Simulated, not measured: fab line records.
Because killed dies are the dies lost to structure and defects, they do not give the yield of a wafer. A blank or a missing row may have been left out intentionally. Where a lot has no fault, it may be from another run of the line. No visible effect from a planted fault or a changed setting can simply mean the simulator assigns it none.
fab line records	flow gf180mcu
record lots=24	wafers=72	lastDay=34
route steps=602 shown STI@15 V1@339 M2@368 V2@398 M3@423
lots untouched by any fault: they come from a run of this same line in which no faults occurred
startH: start of the lot's first displayed wafer, in hours after the record's first day	waitH: hours from the lot's prior step to this one	" the same as in the row above	L1.1+2: several wafers, shown together as one row	- no value, or no start given	* or withheld: withheld	< > ~ a bound
route shown NAME@n: NAME is a module with steps in the file, n the number in the route of the first one	usual: mean/standard deviation of fault-free wafers	same: alike in all rows	chamber/n: place in a boat	sites: each site's reading	_std_site: standard deviation across them	_edge_site: outer sites' mean less inner sites'	radiusMm: for every site, how far away it sits from the centre of the wafer	mask NAME#n: copy n	behind: the most recent tool/chamber to have shaped the wafer	hold: the reason the lot was held/the length of the hold in hours/how it ended	device: which transistor (n, p or np) failed to switch	end of line: tests of these same wafers at the route's end	step lacking rows: just its recipe	killed: the dies lost at the first sort to structure and to defects; this is not the yield of the wafer	map: a wafer's dies, marking killed ones x, the rest . and places with no die _
set.NAME: the setting that was run; set.NAME@STEP: the one run at that earlier step	model.NAME: the simulator's own value behind a step, which no gauge read
a sample of lots followed through the steps of the route, with each step as a table and each wafer as a row
services: from which hour (startH, from the record's first day; less than 0 if before it) a tool's chamber was out of use, for how many hours, and why
## steps
# step GF_STI_ETCH_14
# recipe target=Si	chemistry=HBr/Cl2/O2	targetDepthNm=360	icpW=600	biasW=150	pressureMtorr=15	HBr_flow_sccm=150	Cl2_flow_sccm=40	O2_flow_sccm=6	timeS=102.9
# usual drypumpMotorCurrentA=5.7/0.45	oesProductAu=1.004/0.013	throttleValvePct=25.654/0.013
lot.wafer	tool	chamber	startH	waitH	drypumpMotorCurrentA	oesProductAu	rfHoursCounterH	throttleValvePct
L074.2	rieSi-01	3	25.11	0.0	5.3	1.003	89	25.659
L074.3	"	2	"	"	5.6	1.023	17	25.628
L074.5	"	2	"	"	5.7	1.019	-	25.637
L075.3	rieSi-02	1	30.91	0.0	4.9	0.990	78	25.670
L075.4	"	2	"	"	6.2	1.005	-	25.671
L075.5	"	0	"	"	5.8	1.000	-	25.661
L076.3	rieSi-02	1	36.31	0.0	4.9	0.997	78	25.671
L076.4	"	1	"	"	4.9	0.990	-	25.652
L076.6	"	2	"	"	6.1	1.008	-	25.650
L077.2	rieSi-02	0	41.79	0.0	5.8	0.995	51	25.642
L077.4	"	2	"	"	6.1	1.000	55	25.664
L077.5	"	1	"	"	4.8	0.985	-	25.664
L078.1	rieSi-01	0	46.91	0.0	6.4	1.012	2	25.638
L078.2	"	3	"	"	5.3	1.003	89	25.664
L078.4	"	2	"	"	5.6	1.032	17	25.632
L079.1	rieSi-02	1	51.46	0.0	4.9	0.995	78	25.654
L079.2	"	0	"	"	5.8	0.989	51	25.669
L079.3	"	3	"	"	5.7	1.005	129	25.642
L080.1	rieSi-01	0	55.91	0.0	6.4	1.004	2	25.670
L080.2	"	1	"	"	5.5	0.989	150	25.680
L080.6	"	2	"	"	5.6	1.021	-	25.648
L081.1	rieSi-01	2	63.26	0.0	5.6	1.031	17	25.643
L081.2	"	0	"	"	6.3	1.005	2	25.633
L081.4	"	1	"	"	5.5	0.980	150	25.670
L082.1	rieSi-01	0	70.61	0.0	6.4	0.999	2	25.647
L082.2	"	1	"	"	5.5	0.991	150	25.684
L082.4	"	3	"	"	5.3	0.995	90	25.670
L083.2	rieSi-01	0	75.18	0.0	6.4	1.000	2	25.654
L083.3	"	1	"	"	5.5	0.983	150	25.652
L083.4	"	3	"	"	5.3	0.990	90	25.679
L084.2	rieSi-02	1	77.19	0.0	4.9	0.991	78	25.661
L084.5	"	2	"	"	6.1	1.009	-	25.642
L084.6	"	3	"	"	5.7	1.018	-	25.660
L085.1	rieSi-02	1	82.59	0.0	4.9	1.008	78	25.659
L085.2	"	3	"	"	5.7	1.003	129	25.649
L085.6	"	3	"	"	5.7	1.012	-	25.649
L086.1	rieSi-01	0	87.86	0.0	6.4	1.008	2	25.646
L086.3	"	2	"	"	5.6	1.027	18	25.641
L086.4	"	2	"	"	5.7	1.038	-	25.633
L087.2	rieSi-02	3	91.76	0.0	5.7	1.002	129	25.659
L087.4	"	2	"	"	6.1	0.997	55	25.669
L087.5	"	2	"	"	6.1	1.017	-	25.646
L088.1	rieSi-01	2	96.66	0.0	5.6	1.023	18	25.652
L088.3	"	0	"	"	6.4	1.001	2	25.657
L088.4	"	3	"	"	5.3	0.987	-	25.663
L089.1	rieSi-01	2	103.26	0.0	5.6	1.022	18	25.644
L089.3	"	3	"	"	5.3	0.998	90	25.662
L089.4	"	1	"	"	5.5	0.988	0	25.672
L090.1	rieSi-01	0	107.11	0.0	6.4	1.002	3	25.641
L090.3	"	2	"	"	5.6	1.017	18	25.646
L090.5	"	0	"	"	6.4	0.999	-	25.647
L091.2	rieSi-02	0	113.69	0.0	5.8	1.002	52	25.662
L091.4	"	1	"	"	4.9	1.002	79	25.645
L091.6	"	3	"	"	5.7	1.011	-	25.660
L092.1	rieSi-01	1	118.76	0.0	5.5	1.000	0	25.652
L092.3	"	2	"	"	5.6	1.035	18	25.636
L092.4	"	0	"	"	6.3	1.012	3	25.665
L093.1	rieSi-02	2	123.16	0.0	6.1	1.011	55	25.647
L093.4	"	2	"	"	6.1	1.026	-	25.631
L093.5	"	3	"	"	5.7	1.014	-	25.635
L094.1	rieSi-02	0	128.71	0.0	5.8	0.994	52	25.654
L094.4	"	2	"	"	6.1	1.012	55	25.655
L094.6	"	3	"	"	5.7	1.008	-	25.657
L095.1	rieSi-01	2	133.31	0.0	5.6	1.032	18	25.650
L095.3	"	0	"	"	6.4	1.008	3	25.647
L095.6	"	1	"	"	5.5	0.992	-	25.662
L096.2	rieSi-02	0	138.01	0.0	5.8	0.984	52	25.644
L096.3	"	2	"	"	6.1	1.000	55	25.662
L096.4	"	1	"	"	4.9	1.011	79	25.641
L097.1	rieSi-02	3	143.46	0.0	5.7	0.991	129	25.658
L097.4	"	0	"	"	5.8	0.989	52	25.662
L097.6	"	1	"	"	4.9	0.997	-	25.667
# step GF_V1_CMP_04
# recipe material=SiO2	downForcePsi=4	platenRpm=60	padVelocityMS=0.94248
# usual motorCurrentA=12.5/1.3	slurryFilterDpKPa=13.48/0.14	timeToEndpointS=80/5.2
lot.wafer	tool	chamber	startH	waitH	motorCurrentA	slurryFilterDpKPa	timeToEndpointS
L074.3	cmp-01	2	371.70	0.3	11.4	13.32	84
L074.2	"	1	"	"	11.2	13.50	77
L074.5	"	2	"	"	11.7	13.45	83
L075.4	cmp-02	3	388.25	0.1	14.4	13.62	76
L075.3	"	0	"	"	14.4	13.37	76
L075.5	"	1	"	"	12.4	13.18	81
L076.4	cmp-02	1	392.70	0.0	11.5	13.39	87
L076.3	"	0	"	"	14.1	13.42	78
L076.6	"	2	"	"	10.2	13.40	83
L077.4	cmp-01	0	410.18	0.1	11.7	13.63	80
L077.2	"	1	"	"	11.0	13.36	72
L077.5	"	0	"	"	12.1	13.59	83
L079.2	cmp-02	3	431.48	0.2	12.9	13.41	77
L079.1	"	0	"	"	13.3	13.39	69
L079.3	"	1	"	"	12.0	13.47	77
L078.1	cmp-02	0	432.62	0.1	14.4	13.37	76
L078.2	"	1	"	"	12.3	13.44	85
L078.4	"	2	"	"	10.7	13.15	81
L080.2	cmp-01	2	448.05	0.0	11.4	13.16	80
L080.1	"	1	"	"	11.3	13.22	77
L080.6	"	2	"	"	11.5	13.59	92
L081.1	cmp-01	3	449.85	0.1	14.6	13.22	84
L081.2	"	0	"	"	11.4	13.51	84
L081.4	"	1	"	"	11.6	13.44	89
L082.4	cmp-02	3	473.86	0.0	14.1	13.71	83
L082.2	"	0	"	"	13.2	13.26	76
L082.1	"	2	"	"	10.6	13.48	73
L083.4	cmp-02	1	483.79	0.1	12.1	13.44	88
L083.3	"	2	"	"	10.4	13.52	77
L083.2	"	3	"	"	13.2	13.75	81
L084.2	cmp-01	2	495.00	0.1	12.7	13.38	84
L084.5	"	1	"	"	11.7	13.56	81
L084.6	"	2	"	"	12.0	13.33	86
L085.2	cmp-02	3	495.37	0.1	13.1	13.51	77
L085.1	"	1	"	"	12.2	13.45	80
L085.6	"	2	"	"	9.8	13.57	79
L086.4	cmp-02	1	507.23	0.0	12.1	13.52	81
L086.1	"	2	"	"	10.5	13.57	67
L086.3	"	0	"	"	13.5	13.55	72
L088.1	cmp-02	3	517.58	0.1	14.0	13.54	68
L088.4	"	0	"	"	13.1	13.52	78
L088.3	"	1	"	"	12.1	13.51	76
L087.4	cmp-02	0	518.23	0.1	13.9	13.50	73
L087.2	"	2	"	"	10.5	13.42	73
L087.5	"	3	"	"	13.5	13.39	78
L089.1	cmp-02	0	530.77	0.1	14.0	13.47	75
L089.3	"	2	"	"	10.4	13.35	76
L089.4	"	3	"	"	13.3	13.41	85
L090.3	cmp-01	1	531.73	0.1	11.0	13.66	75
L090.1	"	2	"	"	11.5	13.59	75
L090.5	"	3	"	"	13.6	13.40	79
L091.4	cmp-01	1	539.86	0.0	11.4	13.27	78
L091.2	"	3	"	"	13.5	13.34	70
L091.6	"	1	"	"	11.2	13.65	74
L092.1	cmp-01	2	546.77	0.1	11.7	13.49	78
L092.4	"	3	"	"	14.2	13.69	80
L092.3	"	0	"	"	11.5	13.57	76
L093.1	cmp-01	3	552.95	0.1	14.0	13.51	81
L093.4	"	0	"	"	11.7	13.40	86
L093.5	"	2	"	"	11.6	13.57	86
L094.4	cmp-01	0	558.10	0.1	12.2	13.23	88
L094.1	"	2	"	"	11.1	13.35	83
L094.6	"	3	"	"	13.6	13.76	83
L095.3	cmp-01	2	561.57	0.0	12.0	13.22	84
L095.1	"	0	"	"	11.9	13.72	80
L095.6	"	3	"	"	13.8	13.43	82
L096.4	cmp-01	2	568.13	0.0	11.9	13.38	86
L096.3	"	0	"	"	12.1	13.68	79
L096.2	"	1	"	"	11.6	13.47	80
L097.4	cmp-02	3	576.39	0.0	13.5	13.55	84
L097.1	"	2	"	"	10.1	13.47	76
L097.6	"	0	"	"	14.3	13.40	81
# step GF_M2_THK_MEAS_06
# recipe thkMeasGauge=xrf	reads=AlCu_of_M2_SPUTTER_02
# usual M2_ALCU_THK=452/5
lot.wafer	tool	chamber	startH	waitH	M2_ALCU_THK[nm]
L074.2	filmMetro-01	-	395.95	0.1	447
L074.3	"	-	"	"	452
L074.5	"	-	"	"	446
L075.3	filmMetro-01	-	414.10	0.1	461
L075.4	"	-	"	"	454
L075.5	"	-	"	"	457
L076.3	filmMetro-03	-	418.27	0.1	451
L076.4	"	-	"	"	450
L076.6	"	-	"	"	454
L077.2	filmMetro-04	-	436.88	0.1	455
L077.4	"	-	"	"	452
L077.5	"	-	"	"	454
L079.1	filmMetro-01	-	458.55	0.1	450
L079.2	"	-	"	"	452
L079.3	"	-	"	"	451
L078.1	filmMetro-01	-	459.74	0.1	451
L078.2	"	-	"	"	456
L078.4	"	-	"	"	452
L080.1	filmMetro-03	-	475.04	0.1	452
L080.2	"	-	"	"	449
L080.6	"	-	"	"	461
L081.1	filmMetro-01	-	476.80	0.1	449
L081.2	"	-	"	"	448
L081.4	"	-	"	"	448
L082.1	filmMetro-04	-	500.65	0.1	455
L082.2	"	-	"	"	450
L082.4	"	-	"	"	454
L083.2	filmMetro-04	-	509.78	0.1	458
L083.3	"	-	"	"	458
L083.4	"	-	"	"	454
L084.2	filmMetro-03	-	520.16	0.1	463
L084.5	"	-	"	"	457
L084.6	"	-	"	"	460
L085.1	filmMetro-04	-	521.52	0.1	454
L085.2	"	-	"	"	454
L085.6	"	-	"	"	454
L086.1	filmMetro-01	-	533.38	0.1	454
L086.3	"	-	"	"	458
L086.4	"	-	"	"	449
L088.1	filmMetro-03	-	542.18	0.1	451
L088.3	"	-	"	"	449
L088.4	"	-	"	"	450
L087.2	filmMetro-04	-	543.35	0.1	456
L087.4	"	-	"	"	466
L087.5	"	-	"	"	463
L089.1	filmMetro-03	-	555.29	0.1	453
L089.3	"	-	"	"	450
L089.4	"	-	"	"	452
L090.1	filmMetro-04	-	556.15	0.1	454
L090.3	"	-	"	"	453
L090.5	"	-	"	"	454
L091.2	filmMetro-04	-	564.02	0.1	455
L091.4	"	-	"	"	457
L091.6	"	-	"	"	457
L092.1	filmMetro-03	-	571.70	0.1	450
L092.3	"	-	"	"	450
L092.4	"	-	"	"	450
L093.1	filmMetro-01	-	576.04	0.1	452
L093.4	"	-	"	"	448
L093.5	"	-	"	"	450
L094.1	filmMetro-01	-	581.54	0.1	443
L094.4	"	-	"	"	439
L094.6	"	-	"	"	439
L095.1	filmMetro-04	-	585.00	0.1	451
L095.3	"	-	"	"	453
L095.6	"	-	"	"	453
L096.2	filmMetro-01	-	591.44	0.1	448
L096.3	"	-	"	"	441
L096.4	"	-	"	"	444
L097.1	filmMetro-03	-	599.31	0.1	451
L097.4	"	-	"	"	452
L097.6	"	-	"	"	447
# step GF_V2_ETCH_16
# recipe chemistry=N2/H2	targetDepthA=withheld	overetchA=withheld	timeS=withheld	target=BARC	ionEnergyEv=200	sourceW=500	biasW=100	pressureMtorr=30	n2FlowSccm=100	h2FlowSccm=200
# usual drypumpMotorCurrentA=5.8/0.43	oesProductAu=0.854/0.0051	throttleValvePct=13.224/0.0092
lot.wafer	tool	chamber	startH	waitH	drypumpMotorCurrentA	oesProductAu	throttleValvePct
L074.2	rieDiel-02	0	446.16	0.0	5.0	0.851	13.213
L074.3	"	3	"	"	5.3	0.864	13.228
L074.5	"	2	"	"	5.6	0.852	13.231
L075.3	rieDiel-02	2	464.71	0.0	5.6	0.852	13.229
L075.4	"	3	"	"	5.3	0.854	13.211
L075.5	"	0	"	"	5.1	0.862	13.239
L076.3	rieDiel-04	1	468.46	0.0	5.6	0.852	13.241
L076.4	"	0	"	"	6.0	0.853	13.242
L076.6	"	0	"	"	6.0	0.854	13.214
L077.2	rieDiel-01	2	486.71	0.0	5.7	0.855	13.233
L077.4	"	3	"	"	6.8	0.855	13.237
L077.5	"	2	"	"	5.6	0.852	13.212
L079.1	rieDiel-02	2	509.35	0.0	5.6	0.845	13.232
L079.2	"	3	"	"	5.3	0.861	13.219
L079.3	"	1	"	"	6.1	0.854	13.216
L078.1	rieDiel-04	1	510.71	0.0	5.6	0.861	13.230
L078.2	"	0	"	"	6.1	0.852	13.218
L078.4	"	2	"	"	5.6	0.863	13.217
L080.1	rieDiel-01	1	524.31	0.0	6.6	0.851	13.245
L080.2	"	0	"	"	5.3	0.856	13.215
L080.6	"	3	"	"	6.7	0.847	13.216
L081.1	rieDiel-02	1	526.45	0.0	6.1	0.850	13.218
L081.2	"	0	"	"	5.1	0.858	13.208
L081.4	"	2	"	"	5.6	0.853	13.233
L082.1	rieDiel-04	2	547.91	0.0	5.6	0.850	13.220
L082.2	"	1	"	"	5.6	0.846	13.231
L082.4	"	1	"	"	5.6	0.848	13.225
L083.2	rieDiel-04	0	556.65	0.0	6.0	0.859	13.221
L083.3	"	2	"	"	5.6	0.854	13.226
L083.4	"	0	"	"	6.0	0.858	13.240
L084.2	rieDiel-02	1	566.15	0.0	6.1	0.849	13.215
L084.5	"	1	"	"	6.1	0.861	13.229
L084.6	"	0	"	"	5.1	0.855	13.228
L085.1	rieDiel-04	2	567.50	0.0	5.6	0.859	13.224
L085.2	"	1	"	"	5.6	0.853	13.218
L085.6	"	1	"	"	5.7	0.856	13.220
L086.1	rieDiel-04	0	578.56	0.0	6.1	0.852	13.218
L086.3	"	1	"	"	5.6	0.857	13.229
L086.4	"	1	"	"	5.6	0.848	13.238
L088.1	rieDiel-04	0	586.55	0.0	6.1	0.846	13.230
L088.3	"	1	"	"	5.7	0.852	13.226
L088.4	"	3	"	"	6.2	0.857	13.215
L087.2	rieDiel-02	2	588.36	0.0	5.7	0.847	13.232
L087.4	"	0	"	"	5.1	0.851	13.210
L087.5	"	2	"	"	5.6	0.858	13.219
L089.1	rieDiel-04	2	600.05	0.0	5.6	0.856	13.218
L089.3	"	3	"	"	6.1	0.846	13.241
L089.4	"	0	"	"	6.0	0.851	13.233
L090.1	rieDiel-02	3	600.41	0.0	5.3	0.851	13.213
L090.3	"	1	"	"	6.1	0.860	13.233
L090.5	"	2	"	"	5.6	0.851	13.232
L091.2	rieDiel-01	1	608.11	0.0	6.6	0.853	13.222
L091.4	"	2	"	"	5.7	0.865	13.232
L091.6	"	2	"	"	5.7	0.849	13.225
L092.1	rieDiel-02	3	615.25	0.0	5.3	0.854	13.214
L092.3	"	2	"	"	5.6	0.852	13.236
L092.4	"	1	"	"	6.1	0.852	13.228
L093.1	rieDiel-04	3	619.20	0.0	6.2	0.854	13.212
L093.4	"	3	"	"	6.2	0.850	13.230
L093.5	"	0	"	"	6.1	0.852	13.220
L094.1	rieDiel-04	3	624.65	0.0	6.1	0.856	13.231
L094.4	"	0	"	"	6.0	0.860	13.227
L094.6	"	0	"	"	6.1	0.856	13.218
L095.1	rieDiel-04	3	627.61	0.0	6.2	0.853	13.221
L095.3	"	1	"	"	5.6	0.865	13.223
L095.6	"	3	"	"	6.2	0.854	13.226
L096.2	rieDiel-01	0	634.55	0.0	5.3	0.857	13.210
L096.3	"	2	"	"	5.7	0.857	13.226
L096.4	"	3	"	"	6.8	0.852	13.228
L097.1	rieDiel-02	2	641.85	0.0	5.6	0.853	13.241
L097.4	"	3	"	"	5.3	0.856	13.235
L097.6	"	2	"	"	5.6	0.861	13.239
# step GF_V2_CMP_26
# recipe stopOn=SiO2	downForcePsi=3.5	platenRpm=60	tOverpolishS=15	targetThkNm=0	padVelocityMS=0.94248
# usual motorCurrentA=11.5/1.2	overpolishRunS=14.999/0.0095	slurryFilterDpKPa=13.49/0.13	timeToEndpointS=84/3.4
lot.wafer	tool	chamber	startH	waitH	motorCurrentA	overpolishRunS	slurryFilterDpKPa	timeToEndpointS
L074.3	cmp-02	0	447.29	0.1	12.5	14.988	13.47	89
L074.2	"	3	"	"	12.6	15.003	13.38	88
L074.5	"	0	"	"	12.3	14.988	13.44	90
L075.4	cmp-02	3	465.84	0.1	12.3	15.013	13.46	84
L075.3	"	0	"	"	13.2	15.003	13.29	81
L075.5	"	2	"	"	9.4	14.981	13.49	81
L076.4	cmp-01	0	469.52	0.0	11.5	14.999	13.52	86
L076.3	"	2	"	"	10.6	15.005	13.63	88
L076.6	"	0	"	"	11.1	15.000	13.55	88
L077.4	cmp-01	0	487.87	0.1	11.1	14.998	13.31	86
L077.2	"	1	"	"	10.4	14.994	13.22	85
L077.5	"	2	"	"	11.4	15.002	13.61	90
L079.2	cmp-02	1	510.49	0.1	11.2	14.986	13.41	85
L079.1	"	2	"	"	9.5	14.991	13.36	82
L079.3	"	3	"	"	12.9	14.998	13.77	86
L078.2	cmp-01	1	511.77	0.0	10.4	14.998	13.51	83
L078.1	"	2	"	"	11.1	14.991	13.62	88
L078.4	"	0	"	"	10.7	15.002	13.38	87
L080.1	cmp-01	2	525.36	0.1	10.8	15.019	13.72	88
L080.2	"	3	"	"	12.8	15.005	13.47	82
L080.6	"	2	"	"	10.9	15.003	13.23	87
L081.4	cmp-02	0	527.59	0.1	11.9	15.001	13.63	84
L081.1	"	1	"	"	10.9	14.998	13.51	87
L081.2	"	2	"	"	9.4	14.998	13.54	79
L082.4	cmp-01	1	548.97	0.0	11.1	14.996	13.47	82
L082.2	"	2	"	"	11.2	14.990	13.65	83
L082.1	"	3	"	"	13.4	14.983	13.59	79
L083.2	cmp-02	3	557.74	0.0	13.3	14.992	13.61	76
L083.4	"	1	"	"	11.1	14.994	13.71	80
L083.3	"	2	"	"	9.1	14.993	13.43	76
L084.2	cmp-02	3	567.43	0.1	12.4	14.996	13.71	78
L084.5	"	1	"	"	10.8	14.989	13.30	82
L084.6	"	2	"	"	9.8	15.000	13.65	80
L085.2	cmp-01	0	568.64	0.1	11.2	14.986	13.33	86
L085.1	"	1	"	"	10.6	14.988	13.63	86
L085.6	"	0	"	"	11.3	14.993	13.54	90
L086.1	cmp-02	1	579.67	0.1	10.9	14.992	13.39	84
L086.3	"	2	"	"	9.9	14.996	13.58	84
L086.4	"	3	"	"	12.7	14.996	13.52	81
L088.4	cmp-01	1	587.69	0.1	10.1	14.993	13.69	82
L088.3	"	2	"	"	10.9	14.995	13.40	82
L088.1	"	3	"	"	12.7	14.997	13.40	78
L087.2	cmp-02	2	589.45	0.0	9.4	15.002	13.45	82
L087.4	"	1	"	"	10.9	14.995	13.49	84
L087.5	"	3	"	"	13.0	15.012	13.46	84
L089.3	cmp-02	3	601.11	0.0	12.4	14.999	13.50	82
L089.1	"	1	"	"	10.9	14.985	13.31	85
L089.4	"	2	"	"	9.3	15.004	13.51	79
L090.3	cmp-01	3	601.59	0.1	13.2	14.997	13.34	83
L090.1	"	0	"	"	11.2	14.985	13.68	85
L090.5	"	2	"	"	11.0	15.004	13.48	87
L091.4	cmp-01	2	609.19	0.0	11.0	15.004	13.59	84
L091.2	"	1	"	"	10.3	14.987	13.72	84
L091.6	"	3	"	"	13.2	15.003	13.50	84
L092.1	cmp-02	0	616.32	0.1	12.8	14.991	13.51	88
L092.4	"	2	"	"	9.2	15.015	13.62	88
L092.3	"	3	"	"	12.3	15.007	13.79	86
L093.4	cmp-01	0	620.48	0.2	11.9	15.016	13.38	89
L093.1	"	3	"	"	12.9	15.014	13.66	84
L093.5	"	1	"	"	10.6	14.998	13.42	88
L094.1	cmp-01	0	625.79	0.1	10.8	14.982	13.51	89
L094.4	"	2	"	"	10.6	14.995	13.55	84
L094.6	"	3	"	"	12.8	14.996	13.44	85
L095.3	cmp-01	3	628.73	0.0	13.4	15.019	13.31	83
L095.1	"	0	"	"	10.5	15.002	13.52	85
L095.6	"	3	"	"	12.4	15.015	13.39	86
L096.2	cmp-02	2	635.61	0.0	9.4	14.999	13.28	85
L096.4	"	3	"	"	12.3	14.992	13.72	83
L096.3	"	1	"	"	10.9	14.992	13.55	86
L097.4	cmp-01	0	643.01	0.1	11.4	15.011	13.39	87
L097.1	"	1	"	"	10.6	14.984	13.52	86
L097.6	"	2	"	"	10.7	14.995	13.56	85
# step GF_M3_CD_MEAS_14
# recipe targetCdNm=280
# usual cdNm=280.4/1.1
lot.wafer	tool	chamber	startH	waitH	cdNm
L074.2	cdSem-02	-	472.51	0.1	281.3
L074.3	"	-	"	"	281.9
L074.5	"	-	"	"	282.2
L075.3	cdSem-02	-	491.08	0.1	277.4
L075.4	"	-	"	"	279.8
L075.5	"	-	"	"	278.3
L076.3	cdSem-01	-	495.09	0.1	280.0
L076.4	"	-	"	"	281.5
L076.6	"	-	"	"	280.9
L077.2	cdSem-01	-	511.97	0.1	280.1
L077.4	"	-	"	"	280.4
L077.5	"	-	"	"	280.7
L079.1	cdSem-02	-	533.75	0.1	280.7
L079.2	"	-	"	"	278.8
L079.3	"	-	"	"	279.7
L078.1	cdSem-01	-	535.30	0.1	281.1
L078.2	"	-	"	"	280.7
L078.4	"	-	"	"	281.9
L080.1	cdSem-01	-	548.10	0.1	279.1
L080.2	"	-	"	"	280.5
L080.6	"	-	"	"	279.7
L081.1	cdSem-02	-	550.10	0.1	281.6
L081.2	"	-	"	"	281.3
L081.4	"	-	"	"	281.2
L082.1	cdSem-02	-	571.65	0.1	280.1
L082.2	"	-	"	"	281.8
L082.4	"	-	"	"	281.0
L083.2	cdSem-02	-	578.97	0.1	279.9
L083.3	"	-	"	"	279.2
L083.4	"	-	"	"	278.8
L084.2	cdSem-01	-	588.80	0.1	277.2
L084.5	"	-	"	"	278.2
L084.6	"	-	"	"	279.6
L085.1	cdSem-01	-	590.08	0.1	280.3
L085.2	"	-	"	"	280.9
L085.6	"	-	"	"	280.7
L086.1	cdSem-02	-	601.48	0.1	279.3
L086.3	"	-	"	"	280.7
L086.4	"	-	"	"	280.8
L088.1	cdSem-02	-	609.65	0.1	279.8
L088.3	"	-	"	"	280.0
L088.4	"	-	"	"	278.2
L087.2	cdSem-02	-	611.52	0.1	282.3
L087.4	"	-	"	"	282.4
L087.5	"	-	"	"	282.9
L089.1	cdSem-01	-	622.13	0.1	278.1
L089.3	"	-	"	"	280.1
L089.4	"	-	"	"	280.1
L090.1	cdSem-02	-	622.83	0.1	279.1
L090.3	"	-	"	"	279.6
L090.5	"	-	"	"	280.1
L091.2	cdSem-02	-	630.12	0.1	280.7
L091.4	"	-	"	"	280.3
L091.6	"	-	"	"	281.6
L092.1	cdSem-02	-	636.75	0.1	281.7
L092.3	"	-	"	"	280.7
L092.4	"	-	"	"	281.7
L093.1	cdSem-02	-	640.87	0.2	279.7
L093.4	"	-	"	"	280.3
L093.5	"	-	"	"	280.4
L094.1	cdSem-02	-	645.83	0.1	280.4
L094.4	"	-	"	"	282.1
L094.6	"	-	"	"	280.7
L095.1	cdSem-01	-	649.20	0.1	279.3
L095.3	"	-	"	"	279.9
L095.6	"	-	"	"	280.1
L096.2	cdSem-02	-	655.25	0.1	281.8
L096.3	"	-	"	"	281.3
L096.4	"	-	"	"	280.8
L097.1	cdSem-02	-	662.75	0.1	280.6
L097.4	"	-	"	"	280.7
L097.6	"	-	"	"	280.6
## services
tool	chamber	startH	hours	kind
cmp-01	-	64.11	4.0	pm
cmp-01	-	73.67	6.3	pm
cmp-01	-	106.12	0.5	repair
cmp-02	-	144.28	1.1	repair
cmp-02	-	163.02	4.6	pm
cmp-01	-	174.45	25.4	repair
cmp-01	-	178.19	2.2	repair
cmp-01	-	183.13	0.2	repair
cmp-02	-	216.29	0.7	repair
cmp-02	-	227.38	0.8	repair
cmp-02	-	232.00	4.0	pm
cmp-01	-	237.72	4.2	repair
cmp-01	-	266.69	5.6	pm
cmp-02	-	352.90	19.0	pm
cmp-01	-	370.28	0.2	repair
cmp-02	-	382.05	0.2	repair
cmp-01	-	383.96	2.6	repair
cmp-01	-	404.11	4.0	pm
cmp-01	-	429.64	11.1	repair
cmp-01	-	442.67	4.8	pm
cmp-01	-	465.27	2.3	repair
cmp-01	-	482.46	4.1	repair
cmp-01	-	521.47	1.1	repair
cmp-01	-	629.82	2.2	repair
## key
fault none
